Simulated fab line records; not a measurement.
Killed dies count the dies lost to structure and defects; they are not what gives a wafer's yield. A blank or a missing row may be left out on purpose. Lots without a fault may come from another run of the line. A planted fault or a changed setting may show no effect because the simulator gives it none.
Which of the tools did it? || flow sky130 || 12 lots, 36 wafers sampled, at 2 steps of a route of 708

== WHAT THE GAUGES READ, wafer by wafer ==
SKY_VIA1_BOW_MEAS_03.
{"lot": "L075", "measured": "day 33 03:22", "on": "film_metro-03", "VIA1_BOW (um)": "76 76 82"}
{"lot": "L077", "measured": "day 34 14:58", "on": "film_metro-03", "VIA1_BOW (um)": "96 84 88"}
{"lot": "L080", "measured": "day 34 18:31", "on": "film_metro-02", "VIA1_BOW (um)": "89 73 76"}
{"lot": "L081", "measured": "day 34 22:37", "on": "film_metro-03", "VIA1_BOW (um)": "86 89 83"}
{"lot": "L083", "measured": "day 35 19:20", "on": "film_metro-02", "VIA1_BOW (um)": "85 89 71"}
{"lot": "L084", "measured": "day 36 08:07", "on": "film_metro-03", "VIA1_BOW (um)": "67 77 93"}
{"lot": "L089", "measured": "day 38 02:23", "on": "film_metro-01", "VIA1_BOW (um)": "78 74 75"}
{"lot": "L088", "measured": "day 38 03:59", "on": "film_metro-02", "VIA1_BOW (um)": "83 70 80"}
{"lot": "L091", "measured": "day 38 09:29", "on": "film_metro-03", "VIA1_BOW (um)": "74 85 76"}
{"lot": "L093", "measured": "day 38 15:20", "on": "film_metro-01", "VIA1_BOW (um)": "77 83 73"}
{"lot": "L095", "measured": "day 39 09:47", "on": "film_metro-03", "VIA1_BOW (um)": "83 86 85"}
{"lot": "L097", "measured": "day 39 17:38", "on": "film_metro-01", "VIA1_BOW (um)": "85 67 85"}

== EACH LOT AND THE TOOL THAT RAN IT (in order: tool; ch and the chambers of the sampled wafers; start) ==
{"lot": "L075", "SKY_LI_CONTACT_CMP_02": "cmp-01 ch 1,2,3, day 28 07:27"}
{"lot": "L077", "SKY_LI_CONTACT_CMP_02": "cmp-02 ch 0,2,3, day 29 19:19"}
{"lot": "L080", "SKY_LI_CONTACT_CMP_02": "cmp-02 ch 0,2, day 29 20:40"}
{"lot": "L081", "SKY_LI_CONTACT_CMP_02": "cmp-02 ch 1,2,3, day 30 03:48"}
{"lot": "L083", "SKY_LI_CONTACT_CMP_02": "cmp-01 ch 0,3, day 30 23:24"}
{"lot": "L084", "SKY_LI_CONTACT_CMP_02": "cmp-02 ch 0,1, day 31 12:19"}
{"lot": "L089", "SKY_LI_CONTACT_CMP_02": "cmp-02 ch 0,1,3, day 33 11:08"}
{"lot": "L088", "SKY_LI_CONTACT_CMP_02": "cmp-02 ch 0,1,2, day 33 13:12"}
{"lot": "L091", "SKY_LI_CONTACT_CMP_02": "cmp-01 ch 0,1,3, day 33 17:05"}
{"lot": "L093", "SKY_LI_CONTACT_CMP_02": "cmp-01 ch 1,3, day 34 00:22"}
{"lot": "L095", "SKY_LI_CONTACT_CMP_02": "cmp-02 ch 2,3, day 34 19:28"}
{"lot": "L097", "SKY_LI_CONTACT_CMP_02": "cmp-02 ch 0,1,2, day 35 05:44"}
- SKY_LI_CONTACT_CMP_02: polishes PSG.

== THE ANSWER, worked out from the rows above alone ==
Rule: the lots themselves supply what counts as usual. Put in order of their means at a reading, lots are off if they are a third of the lots or fewer, leave a main group of 4 or more, and stand apart from it by a gap of 3 or more times the standard deviation of the main group's means; of several such gaps the widest counts. A main group whose means are all the same, to the digits that the tables above print for the reading, isn't used. Also off: a lot with no number at a reading for which 4 or more lots have one. Any other lot the step has rows for is counted as sound.
Across all readings shown, no lot is off: no conclusion can be drawn from this.

== WHAT THE SIMULATOR PUT IN ==
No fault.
